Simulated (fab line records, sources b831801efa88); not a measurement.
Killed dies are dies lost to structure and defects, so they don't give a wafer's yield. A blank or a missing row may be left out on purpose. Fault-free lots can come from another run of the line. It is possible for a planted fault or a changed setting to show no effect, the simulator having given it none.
fab line records	flow sfq-line
[record] lots = 6	wafers = 18	last-day = 91
route steps=325 shown I5@235 C5@240 M6@251
lots untouched by any fault: they come from a run of this same line in which no faults occurred
start-h: hours from the record's first day to the start of the lot's first wafer shown	wait-h: hours elapsed since this lot's preceding step	" unchanged from the row above	L1.1+2: a single row standing in for several wafers	- value missing, or start not given	* or withheld: withheld	< > ~ a bound
route shown NAME@n: NAME is a module with steps in the file, n the number in the route of the first one	usual: mean and standard deviation over wafers with no fault	same: alike in all rows	chamber/n: place in a boat	sites: readings site by site	_std_site: the standard deviation of these	_edge_site: inner sites' mean taken away from outer sites' mean	radius-mm: for every site, how far away it sits from the centre of the wafer	mask NAME#n: copy n	behind: the tool/chamber that last shaped the wafer	hold: what put the lot on hold/how long, in hours/how the hold closed	device: which transistor (n, p or np) failed to switch	end of line: tests run on the same wafers once the route is complete	a step given without rows: its recipe and nothing more	killed: at the first sort, the dies lost to defects and structure; wafer yield is something else	map: dies across one wafer; x = killed, . = not, _ = none there
set.NAME: the setting the step ran with; set.NAME@STEP: the setting that earlier step ran with	model.NAME: the simulator's own value behind a step, which no gauge read
lots at selected steps of the route; one table per step, one row per wafer
services: when a tool's chamber went out of use (start-h, in hours from the record's first day, below 0 if earlier), for how many hours, and the reason
[[steps]]
[step SFQ_I5_OVL_MEAS_936]
[usual] I5_OVL = 4/5.2
lot.wafer	tool	chamber	start-h	wait-h	I5_OVL[nm]
L611.1	overlay-02	-	1481.53	0.1	17
L611.2	"	-	"	"	16
L611.3	"	-	"	"	15
L614.1	overlay-01	-	1504.58	0.1	6
L614.3	"	-	"	"	4
L614.5	"	-	"	"	6
L620.1	overlay-02	-	1571.63	0.1	3
L620.2	"	-	"	"	4
L620.4	"	-	"	"	2
L621.2	overlay-01	-	1574.12	0.1	-6
L621.5	"	-	"	"	-3
L621.6	"	-	"	"	1
L627.1	overlay-01	-	1616.10	0.1	3
L627.5	"	-	"	"	2
L627.6	"	-	"	"	-2
L630.2	overlay-02	-	1634.42	0.1	3
L630.3	"	-	"	"	4
L630.4	"	-	"	"	-2
[step SFQ_TRILAYER_I5_BARC_OPEN_VIA_ETCH_200]
[recipe] mask-material = PR	chemistry = O2	target-depth-nm = 125	target = BARC	source-w = 500	bias-w = 80	pressure-mtorr = 30.78	time-s = 41.7
[usual] bias-w = 80.02/0.24	chamber-pressure-mTorr = 30.777/0.026	drypump-motor-current-A = 5.7/0.57	oes-product-au = 0.685/0.0046
lot.wafer	tool	chamber	start-h	wait-h	bias-w	chamber-pressure-mTorr	drypump-motor-current-A	oes-product-au	rf-hours-counter-h
L611.1	rie-diel-02	1	1481.56	0.0	80.61	30.811	6.0	0.685	14
L611.2	"	2	"	"	80.12	30.768	4.6	0.686	11
L611.3	"	0	"	"	79.46	30.786	6.0	0.690	15
L614.1	rie-diel-03	0	1504.61	0.0	80.16	30.802	5.7	0.687	7
L614.3	"	1	"	"	80.26	30.788	4.9	0.689	18
L614.5	"	0	"	"	80.47	30.799	5.8	0.682	-
L620.1	rie-diel-04	3	1571.66	0.0	79.40	30.807	6.1	0.686	15
L620.2	"	0	"	"	79.69	30.770	5.7	0.682	8
L620.4	"	1	"	"	80.33	30.742	4.7	0.686	12
L621.2	rie-diel-02	3	1574.15	0.0	80.22	30.788	6.2	0.683	2
L621.5	"	0	"	"	80.43	30.771	5.9	0.689	-
L621.6	"	1	"	"	79.82	30.798	6.0	0.689	-
L627.1	rie-diel-02	1	1616.14	0.0	80.17	30.742	6.0	0.687	15
L627.5	"	1	"	"	80.16	30.755	6.0	0.682	-
L627.6	"	2	"	"	79.85	30.798	4.7	0.681	-
L630.2	rie-diel-03	0	1634.45	0.0	79.92	30.762	5.7	0.690	9
L630.3	"	3	"	"	79.93	30.818	5.8	0.684	13
L630.4	"	2	"	"	79.64	30.779	5.6	0.682	14
[step SFQ_TRILAYER_I5_ETCH_VIA_ETCH_147]
[recipe] stop-on = Nb	mask-material = PR	chemistry = CHF3	target-depth-nm = 360	source-w = 500	bias-w = 80	pressure-mtorr = 30	time-s = withheld
[usual] bias-w = 79.98/0.24	chamber-pressure-mTorr = 29.999/0.029	drypump-motor-current-A = 5.7/0.57	oes-product-au = 0.988/0.0065
lot.wafer	tool	chamber	start-h	wait-h	bias-w	chamber-pressure-mTorr	drypump-motor-current-A	oes-product-au
L611.1	rie-diel-02	1	1481.60	0.0	80.08	30.000	6.0	0.995
L611.2	"	2	"	"	80.12	30.021	4.7	0.993
L611.3	"	0	"	"	79.94	30.060	5.9	0.997
L614.1	rie-diel-03	0	1504.65	0.0	80.45	30.030	5.7	0.994
L614.3	"	1	"	"	79.58	29.992	4.9	0.982
L614.5	"	0	"	"	80.23	29.954	5.7	0.999
L620.1	rie-diel-04	3	1571.70	0.0	79.85	30.019	6.1	0.989
L620.2	"	0	"	"	79.66	29.980	5.7	0.992
L620.4	"	1	"	"	79.90	29.972	4.7	0.984
L621.2	rie-diel-02	3	1574.19	0.0	80.15	30.035	6.2	0.994
L621.5	"	0	"	"	79.79	29.973	6.0	0.999
L621.6	"	1	"	"	80.42	30.016	6.0	0.983
L627.1	rie-diel-02	1	1616.18	0.0	80.02	29.961	6.0	0.989
L627.5	"	1	"	"	79.95	29.980	6.0	0.998
L627.6	"	2	"	"	79.90	30.006	4.7	0.990
L630.2	rie-diel-03	0	1634.49	0.0	79.93	30.030	5.8	0.992
L630.3	"	3	"	"	79.96	29.984	5.9	0.978
L630.4	"	2	"	"	80.21	29.991	5.7	0.979
[step SFQ_TRILAYER_I5_STRIP_STRIP_148]
[recipe] gas = O2	power-w = 200	platen-temp-c = 40	overash-fraction = 0.65	chemistry = O2	pressure-mtorr = 50
[usual] drypump-motor-current-A = 5.6/0.48	oes-product-au = 0.993/0.0096	platen-temp-c = 40.00/0.11
[same] overash-fraction = 0.65
lot.wafer	tool	chamber	start-h	wait-h	drypump-motor-current-A	oes-product-au	platen-temp-c	rf-hours-counter-h
L611.1	rie-metal-03	0	1481.75	-	5.5	1.006	40.17	42
L611.2	"	1	"	"	5.2	0.993	40.04	10
L611.3	"	0	"	"	5.5	1.007	39.91	-
L614.1	rie-metal-01	0	1504.80	-	5.5	0.998	40.02	8
L614.3	"	1	"	"	6.6	0.989	39.99	-
L614.5	"	0	"	"	5.5	0.976	39.97	-
L620.1	rie-metal-01	0	1571.85	-	5.5	0.988	39.95	14
L620.2	"	1	"	"	6.5	0.993	40.01	84
L620.4	"	0	"	"	5.5	0.995	40.19	-
L621.2	rie-metal-03	1	1574.34	-	5.2	0.984	40.00	25
L621.5	"	0	"	"	5.5	1.002	39.91	-
L621.6	"	1	"	"	5.2	0.980	39.71	-
L627.1	rie-metal-03	1	1616.33	-	5.2	0.994	40.17	30
L627.5	"	1	"	"	5.2	1.002	39.96	-
L627.6	"	0	"	"	5.5	1.013	40.18	-
L630.2	rie-metal-03	0	1634.64	-	5.5	1.013	39.98	61
L630.3	"	1	"	"	5.2	0.993	40.14	-
L630.4	"	0	"	"	5.5	1.010	39.96	-
[step SFQ_TRILAYER_I5_STRIP_SOLV_CLEAN_149]
[recipe] chemistry = NMP	temp-c = 70	time-s = 600
[step SFQ_TRILAYER_C5_LITHO_COAT_156]
[recipe] resist = BARC	spin-rpm = 3000	resist-thk-nm = 62
[step SFQ_TRILAYER_C5_LITHO_COAT_151]
[recipe] resist = KrF	spin-rpm = 3000	resist-thk-nm = 650
[step SFQ_TRILAYER_C5_LITHO_SOFTBAKE_155]
[recipe] temp-c = withheld	time-s = withheld	resist = KrF
[step SFQ_TRILAYER_C5_LITHO_EXPOSE_152]
[recipe] mask-id = C5	na = 0.6	source-shape = conventional	sigma-outer = 0.65	target-cd-nm = 500	dose-mj = 21.3
[step SFQ_TRILAYER_C5_LITHO_PEB_154]
[recipe] peb-temp-c = 115	peb-time-s = 60	resist = KrF
[step SFQ_TRILAYER_C5_LITHO_DEVELOP_153]
[recipe] time-s = 60	resist = KrF
[step SFQ_C5_OVL_MEAS_937]
[usual] C5_OVL = 1/5.9
lot.wafer	tool	chamber	start-h	wait-h	C5_OVL[nm]
L611.1	overlay-02	-	1601.79	0.1	2
L611.2	"	-	"	"	5
L611.3	"	-	"	"	3
L614.1	overlay-01	-	1617.51	0.1	-8
L614.3	"	-	"	"	-2
L614.5	"	-	"	"	-3
L620.1	overlay-02	-	1687.72	0.1	-2
L620.2	"	-	"	"	3
L620.4	"	-	"	"	-1
L621.2	overlay-01	-	1692.52	0.1	-4
L621.5	"	-	"	"	-2
L621.6	"	-	"	"	-1
L627.1	overlay-01	-	1727.56	0.1	6
L627.5	"	-	"	"	6
L627.6	"	-	"	"	7
L630.2	overlay-01	-	1744.49	0.1	0
L630.3	"	-	"	"	-5
L630.4	"	-	"	"	-4
[step SFQ_TRILAYER_C5_BARC_OPEN_VIA_ETCH_210]
[recipe] mask-material = PR	chemistry = O2	target-depth-nm = 125	target = BARC	source-w = 500	bias-w = 80	pressure-mtorr = 30	time-s = 41.7
[usual] bias-w = 80.01/0.23	chamber-pressure-mTorr = 29.995/0.026	drypump-motor-current-A = 5.9/0.6	oes-product-au = 0.685/0.0047
lot.wafer	tool	chamber	start-h	wait-h	bias-w	chamber-pressure-mTorr	drypump-motor-current-A	oes-product-au	rf-hours-counter-h	model.KrF_of_TRILAYER_C5_LITHO_COAT_151.thk-nm
L611.1	rie-diel-01	1	1601.82	0.0	80.38	30.023	6.0	0.682	13	576.3
L611.2	"	2	"	"	80.11	30.051	6.4	0.685	19	578.8
L611.3	"	3	"	"	80.41	29.986	6.2	0.693	17	577.4
L614.1	rie-diel-04	0	1617.55	0.0	79.57	30.005	5.8	0.686	9	575.6
L614.3	"	2	"	"	80.34	29.945	6.5	0.682	2	577.6
L614.5	"	2	"	"	80.01	29.982	6.5	0.677	-	576.9
L620.1	rie-diel-01	1	1687.75	0.0	-	-	-	-	-	626
L620.2	"	0	"	"	-	-	-	-	-	626.5
L620.4	"	3	"	"	-	-	-	-	-	627.3
L621.2	rie-diel-02	3	1692.55	0.0	-	-	-	-	-	622.1
L621.5	"	2	"	"	-	-	-	-	-	621
L621.6	"	1	"	"	-	-	-	-	-	620.5
L627.1	rie-diel-01	2	1727.60	0.0	79.63	30.032	6.4	0.680	1	579.8
L627.5	"	2	"	"	79.82	29.999	6.5	0.688	-	581
L627.6	"	3	"	"	79.71	29.986	6.2	0.686	-	583
L630.2	rie-diel-01	2	1744.52	0.0	80.13	30.006	6.5	0.689	1	577
L630.3	"	3	"	"	79.80	30.046	6.2	0.687	0	576.2
L630.4	"	1	"	"	79.92	29.995	6.0	0.685	15	577.2
[step SFQ_TRILAYER_C5_ETCH_VIA_ETCH_154]
[recipe] target = SiO2	mask-material = PR	chemistry = CHF3	target-depth-nm = 84	source-w = 500	bias-w = 80	pressure-mtorr = 30	time-s = withheld	stop-on = Nb
[usual] bias-w = 80.05/0.24	chamber-pressure-mTorr = 29.997/0.027	drypump-motor-current-A = 5.9/0.6	oes-product-au = 0.895/0.007
lot.wafer	tool	chamber	start-h	wait-h	bias-w	chamber-pressure-mTorr	drypump-motor-current-A	oes-product-au	model.KrF_of_TRILAYER_C5_LITHO_COAT_151.thk-nm
L611.1	rie-diel-01	1	1601.86	0.0	80.22	30.007	6.0	0.899	561.6
L611.2	"	2	"	"	79.92	30.003	6.4	0.889	564.4
L611.3	"	3	"	"	79.95	29.966	6.2	0.899	563.1
L614.1	rie-diel-04	0	1617.59	0.0	80.15	30.019	5.7	0.898	561
L614.3	"	2	"	"	79.71	30.008	6.5	0.887	563.2
L614.5	"	2	"	"	80.12	30.021	6.5	0.908	562.5
L620.1	rie-diel-01	1	1687.79	0.0	79.73	30.000	6.0	0.365	611.5
L620.2	"	0	"	"	79.83	29.980	6.0	0.373	611.9
L620.4	"	3	"	"	80.08	30.022	6.2	0.373	612.9
L621.2	rie-diel-02	3	1692.59	0.0	80.23	29.966	6.2	0.381	608
L621.5	"	2	"	"	80.96	29.978	4.7	0.382	606.9
L621.6	"	1	"	"	79.86	29.958	6.0	0.369	606.2
L627.1	rie-diel-01	2	1727.64	0.0	79.81	30.020	6.4	0.895	565.2
L627.5	"	2	"	"	79.68	29.976	6.4	0.901	566.6
L627.6	"	3	"	"	80.17	29.978	6.2	0.897	569.1
L630.2	rie-diel-01	2	1744.56	0.0	80.03	29.967	6.5	0.897	562.7
L630.3	"	3	"	"	79.99	29.922	6.2	0.903	562.2
L630.4	"	1	"	"	80.44	29.952	6.1	0.903	562.9
[step SFQ_TRILAYER_C5_STRIP_STRIP_155]
[recipe] gas = O2	power-w = 200	platen-temp-c = 40	overash-fraction = 0.65	chemistry = O2	pressure-mtorr = 50
[usual] drypump-motor-current-A = 6.0/0.47	oes-product-au = 1.001/0.011	platen-temp-c = 39.99/0.12
[same] overash-fraction = 0.65
lot.wafer	tool	chamber	start-h	wait-h	drypump-motor-current-A	oes-product-au	platen-temp-c	rf-hours-counter-h
L611.1	rie-metal-04	0	1601.91	-	6.2	1.011	40.14	100
L611.2	"	1	"	"	6.2	1.009	40.17	25
L611.3	"	0	"	"	6.2	1.009	40.10	-
L614.1	rie-metal-01	1	1617.64	-	6.6	0.999	40.01	90
L614.3	"	0	"	"	5.5	0.985	39.96	-
L614.5	"	1	"	"	6.6	0.996	39.92	-
L620.1	rie-metal-04	0	1687.84	-	6.2	1.007	40.04	111
L620.2	"	1	"	"	6.2	1.002	39.89	36
L620.4	"	1	"	"	6.2	1.005	39.96	-
L621.2	rie-metal-04	0	1692.64	-	6.2	1.017	40.00	111
L621.5	"	1	"	"	6.2	1.005	39.82	-
L621.6	"	0	"	"	6.2	1.006	39.94	-
L627.1	rie-metal-01	1	1727.69	-	6.6	0.989	39.92	103
L627.5	"	0	"	"	5.5	0.984	40.00	-
L627.6	"	1	"	"	6.6	1.008	39.77	-
L630.2	rie-metal-01	1	1744.61	-	6.6	0.990	40.15	104
L630.3	"	0	"	"	5.5	0.980	39.82	-
L630.4	"	1	"	"	6.6	0.988	40.25	-
[step SFQ_TRILAYER_C5_STRIP_SOLV_CLEAN_156]
[recipe] chemistry = NMP	temp-c = 70	time-s = 600
[step SFQ_TRILAYER_M6_DEP_PRE_CLEAN_158]
[recipe] gas = Ar	time-s = 22.5	bias-v = 250
[step SFQ_TRILAYER_M6_DEP_SPUTTER_157]
[recipe] material = Nb	base-pressure-pa = 1.33e-06	chamber-pressure-pa = 0.1333	substrate-temp-c = 20	target-thk-nm = 200	power-w = 2000	time-s = 133.3
[usual] base-pressure-pa = 1.33e-06/9.1e-08	throttle-valve-pct = 30.3/0.94
lot.wafer	tool	chamber	start-h	wait-h	base-pressure-pa	throttle-valve-pct
L611.1	pvd-sputter-04	-	1602.71	0.0	1.19e-06	30.6
L611.2	"	-	"	"	1.39e-06	31.1
L611.3	"	-	"	"	1.33e-06	29.5
L614.1	pvd-sputter-03	-	1618.44	0.0	1.35e-06	30.8
L614.3	"	-	"	"	1.34e-06	31.3
L614.5	"	-	"	"	1.33e-06	31.2
L620.1	pvd-sputter-04	-	1688.82	0.0	1.42e-06	29.7
L620.2	"	-	"	"	1.28e-06	31.3
L620.4	"	-	"	"	1.32e-06	31.1
L621.2	pvd-sputter-06	-	1693.65	0.0	1.25e-06	29.9
L621.5	"	-	"	"	1.35e-06	29.9
L621.6	"	-	"	"	1.33e-06	30.8
L627.1	pvd-sputter-04	-	1728.49	0.0	1.47e-06	30.9
L627.5	"	-	"	"	1.3e-06	27.8
L627.6	"	-	"	"	1.23e-06	31.5
L630.2	pvd-sputter-04	-	1745.42	0.0	1.36e-06	29.4
L630.3	"	-	"	"	1.34e-06	28.0
L630.4	"	-	"	"	1.32e-06	30.8
[step SFQ_M6_RS_MEAS_938]
[recipe] thk-meas-gauge = four-point-probe	reads = Nb_of_TRILAYER_M6_DEP_SPUTTER_157
[usual] M6_NB_RS = 0.892/0.0073
lot.wafer	tool	chamber	start-h	wait-h	M6_NB_RS[ohm/sq]
L611.1	film-metro-01	-	1602.81	0.0	0.890
L611.2	"	-	"	"	0.879
L611.3	"	-	"	"	0.888
L614.1	film-metro-01	-	1618.53	0.0	0.884
L614.3	"	-	"	"	0.889
L614.5	"	-	"	"	0.876
L620.1	film-metro-02	-	1688.91	0.0	0.889
L620.2	"	-	"	"	0.897
L620.4	"	-	"	"	0.901
L621.2	film-metro-04	-	1693.76	0.1	0.900
L621.5	"	-	"	"	0.906
L621.6	"	-	"	"	0.904
L627.1	film-metro-01	-	1728.58	0.0	0.887
L627.5	"	-	"	"	0.899
L627.6	"	-	"	"	0.896
L630.2	film-metro-01	-	1745.53	0.1	0.899
L630.3	"	-	"	"	0.904
L630.4	"	-	"	"	0.898
[step SFQ_TRILAYER_M6_LITHO_COAT_164]
[recipe] resist = BARC	spin-rpm = 2939	resist-thk-nm = 62
[step SFQ_TRILAYER_M6_LITHO_COAT_159]
[recipe] resist = KrF	spin-rpm = 3000	resist-thk-nm = 600
[step SFQ_TRILAYER_M6_LITHO_SOFTBAKE_163]
[recipe] temp-c = withheld	time-s = withheld	resist = KrF
[step SFQ_TRILAYER_M6_LITHO_EXPOSE_160]
[recipe] mask-id = M6	na = 0.6	source-shape = conventional	sigma-outer = 0.65	target-cd-nm = 500	dose-mj = 14.4
[usual] exposure-dose-mJ-cm2 = 14.401/0.014	focus-offset-nm = 0.0/0.5	na = 0.6/0
lot.wafer	tool	chamber	start-h	wait-h	mask	exposure-dose-mJ-cm2	focus-offset-nm	na
L611.1	krf-scanner-02	0	1716.46	-	M6#0	14.412	0.0	0.6
L611.2	"	0	"	"	M6#0	14.397	0.7	0.6
L611.3	"	0	"	"	M6#0	14.398	0.3	0.6
L614.1	krf-scanner-02	0	1728.46	-	M6#0	14.421	0.2	0.6
L614.3	"	0	"	"	M6#0	14.416	0.4	0.6
L614.5	"	0	"	"	M6#0	14.404	0.1	0.6
L620.1	krf-scanner-01	-	1796.04	-	M6#0	-	-	-
L620.2	"	-	"	"	M6#0	-	-	-
L620.4	"	-	"	"	M6#0	-	-	-
L621.2	krf-scanner-02	-	1801.16	-	M6#0	-	-	-
L621.5	"	-	"	"	M6#0	-	-	-
L621.6	"	-	"	"	M6#0	-	-	-
L627.1	krf-scanner-02	0	1835.76	-	M6#0	14.392	-0.3	0.6
L627.5	"	0	"	"	M6#0	14.386	-1.2	0.6
L627.6	"	0	"	"	M6#0	14.402	-1.0	0.6
L630.2	krf-scanner-01	0	1852.09	-	M6#0	14.412	-0.3	0.6
L630.3	"	0	"	"	M6#0	14.386	0.1	0.6
L630.4	"	0	"	"	M6#0	14.388	-0.2	0.6
[step SFQ_TRILAYER_M6_LITHO_PEB_162]
[recipe] peb-temp-c = 115	peb-time-s = 60	resist = KrF
[[services]]
tool	chamber	start-h	hours	kind
rie-diel-03	2	1461.58	9.4	repair
rie-diel-04	-	1492.29	0.9	repair
krf-scanner-02	-	1492.55	1.3	pm
rie-diel-04	3	1499.84	11.6	repair
rie-metal-01	-	1511.03	1.4	pm
rie-diel-04	2	1513.81	8.2	repair
rie-metal-03	0	1514.09	16.6	repair
rie-diel-02	1	1517.38	1.2	repair
rie-diel-02	0	1519.52	1.3	repair
rie-diel-01	-	1523.21	2.8	pm
rie-diel-03	-	1525.39	15.6	pm
krf-scanner-02	-	1530.60	4.4	pm
rie-metal-01	0	1536.56	24.5	repair
krf-scanner-02	-	1564.45	0.8	pm
pvd-sputter-04	-	1568.67	31.9	repair
rie-diel-03	3	1581.96	6.0	repair
pvd-sputter-04	-	1587.41	5.4	repair
rie-diel-02	0	1599.52	7.4	repair
rie-diel-02	-	1624.16	0.6	repair
rie-diel-02	1	1655.98	6.4	repair
rie-metal-01	-	1712.96	14.6	pm
rie-diel-01	0	1766.95	3.3	repair
rie-diel-01	-	1798.77	0.6	repair
rie-diel-01	-	1845.08	0.4	repair
[[key]]
[first-sign] step = SFQ_TRILAYER_C5_BARC_OPEN_VIA_ETCH_210	reading = tool-record	direction = missing
[effect] step = SFQ_TRILAYER_C5_ETCH_VIA_ETCH_154	reading = oes-product-au	direction = down	sigmas = 75	usual = 0.895	struck = 0.374
[effect] step = SFQ_TRILAYER_M6_LITHO_EXPOSE_160	reading = tool-record	direction = missing
[model-effect] step = SFQ_TRILAYER_C5_BARC_OPEN_VIA_ETCH_210	value = KrF_of_TRILAYER_C5_LITHO_COAT_151.thk-nm	without = 576.9	struck = 623.9
[model-effect] step = SFQ_TRILAYER_C5_ETCH_VIA_ETCH_154	value = KrF_of_TRILAYER_C5_LITHO_COAT_151.thk-nm	without = 562.5	struck = 609.6
met-at SFQ_TRILAYER_C5_BARC_OPEN_VIA_ETCH_210
struck-wafers L620.1,L620.2,L620.4,L621.2,L621.5,L621.6
onset-between 1601.82 1687.75
[fault] kind = skipped-step-whole	tool = rie-diel-01,rie-diel-02	chamber = -	onset-h = 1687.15	steps = SFQ_TRILAYER_C5_BARC_OPEN_VIA_ETCH_210	scope = struck-lots-only
